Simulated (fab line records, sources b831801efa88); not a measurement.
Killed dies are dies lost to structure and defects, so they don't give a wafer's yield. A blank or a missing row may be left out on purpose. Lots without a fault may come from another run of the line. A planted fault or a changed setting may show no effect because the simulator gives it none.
Tool commonality check | flow sky130 | 12 lots, 36 wafers sampled

WHY IT WAS OPENED
At SKY_POLY_CUT_OVL_MEAS_09 the reading POLY_CUT_OVL is flagged on 3 of 12 lots. Wafers without a fault read 3 nm, standard deviation 5.2.
Rule: a lot is flagged when every wafer of it that has a number lies more than 4 standard deviations from that mean, or none has a number. The other lots count as sound.

lot  | measured     | on         | POLY_CUT_OVL (nm), wafer by wafer | flag
L414 | day 24 11:05 | overlay-01 | 1 -11 1                           |
L416 | day 25 07:26 | overlay-02 | -1 -6 -10                         |
L418 | day 25 16:17 | overlay-02 | 9 8 4                             |
L419 | day 25 20:26 | overlay-01 | 3 10 -5                           |
L421 | day 26 22:38 | overlay-02 | 14 12 10                          |
L422 | day 26 23:17 | overlay-02 | 2 -4 0                            |
L423 | day 27 04:17 | overlay-02 | 48 55 48                          | FLAGGED
L425 | day 28 00:04 | overlay-02 | 46 56 50                          | FLAGGED
L426 | day 28 12:47 | overlay-02 | 55 57 54                          | FLAGGED
L432 | day 30 19:52 | overlay-02 | 0 2 -3                            |
L433 | day 31 04:04 | overlay-02 | 7 3 2                             |
L436 | day 31 18:38 | overlay-01 | 4 3 -3                            |
The numbers of the flagged lots are 52 nm on average: +49 nm against the usual, or +9 standard deviations.

WHICH TOOL RAN EACH LOT
The record holds 2 process steps before the reading, out of a route of 708 steps. In each cell: the tool, then ch and the chambers that the sampled wafers went through, then the start.
lot  | flag    | SKY_LDD_P_STRIP_10                   | SKY_POLY_CUT_EXPOSE_05
L414 |         | plasma_asher-04 ch 0,1, day 19 05:34 | krf_scanner-01 ch 0, day 23 20:52
L416 |         | plasma_asher-03 ch 0,1, day 20 03:28 | krf_scanner-02 ch 0, day 24 16:40
L418 |         | plasma_asher-03 ch 1, day 20 14:43   | krf_scanner-01 ch 0, day 25 02:03
L419 |         | plasma_asher-04 ch 0,1, day 20 17:45 | krf_scanner-02 ch 0, day 25 06:07
L421 |         | plasma_asher-03 ch 0,1, day 21 21:50 | krf_scanner-02 ch 0, day 26 08:19
L422 |         | plasma_asher-02 ch 0,1, day 21 23:17 | krf_scanner-02 ch 0, day 26 08:51
L423 | FLAGGED | plasma_asher-02 ch 0,1, day 22 03:30 | krf_scanner-02 ch 0, day 26 13:40
L425 | FLAGGED | plasma_asher-02 ch 0,1, day 22 23:48 | krf_scanner-02 ch 0, day 27 09:11
L426 | FLAGGED | plasma_asher-03 ch 1, day 23 13:06   | krf_scanner-02 ch 0, day 27 22:48
L432 |         | plasma_asher-03 ch 0,1, day 25 22:01 | krf_scanner-01 ch 0, day 30 05:33
L433 |         | plasma_asher-04 ch 0,1, day 26 07:42 | krf_scanner-01 ch 0, day 30 14:41
L436 |         | plasma_asher-02 ch 0,1, day 26 23:35 | krf_scanner-01 ch 0, day 31 04:53
What these steps do:
- SKY_LDD_P_STRIP_10: strips in O2/N2.
- SKY_POLY_CUT_EXPOSE_05: exposes mask NPCM, target cd 270 nm.
- SKY_POLY_CUT_OVL_MEAS_09

FLAGGED OVER TOTAL, TOOL BY TOOL (the gauges that took the reading come last)
step                     | tool            | lots run | flagged | share of the flagged lots | sound lots run after its first flagged lot
SKY_LDD_P_STRIP_10       | plasma_asher-02 | 4        | 2       | some                      | 1 (L436)
SKY_LDD_P_STRIP_10       | plasma_asher-03 | 5        | 1       | some                      | 1 (L432)
SKY_LDD_P_STRIP_10       | plasma_asher-04 | 3        | 0       | none                      | -
SKY_POLY_CUT_EXPOSE_05   | krf_scanner-01  | 5        | 0       | none                      | -
SKY_POLY_CUT_EXPOSE_05   | krf_scanner-02  | 7        | 3       | all                       | 0
SKY_POLY_CUT_OVL_MEAS_09 | overlay-01      | 3        | 0       | none                      | -
SKY_POLY_CUT_OVL_MEAS_09 | overlay-02      | 9        | 3       | all                       | 2 (L432,L433)

WHAT THE TABLE ALLOWS
2 rows of the table ran every flagged lot: krf_scanner-02 at SKY_POLY_CUT_EXPOSE_05, overlay-02 at SKY_POLY_CUT_OVL_MEAS_09.
- krf_scanner-02 at SKY_POLY_CUT_EXPOSE_05: 3 of its 7 lots flagged. Its last sound lot is L422 (day 26 08:51), its first flagged lot L423 (day 26 13:40): a fault that began between those two fits.
- overlay-02 at SKY_POLY_CUT_OVL_MEAS_09: 3 of its 9 lots flagged. Sound lots ran on it after the first flagged one (L432, L433), which a lasting fault on the whole tool wouldn't allow.
One tool is left: krf_scanner-02 at SKY_POLY_CUT_EXPOSE_05.

WHAT THE SIMULATOR HAD PUT IN
Scanner matching overlay: krf_scanner-02, from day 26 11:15 on, at SKY_POLY_CUT_EXPOSE_05. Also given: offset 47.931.
Lots struck among those shown: L423, L425, L426. The rule above found the same.
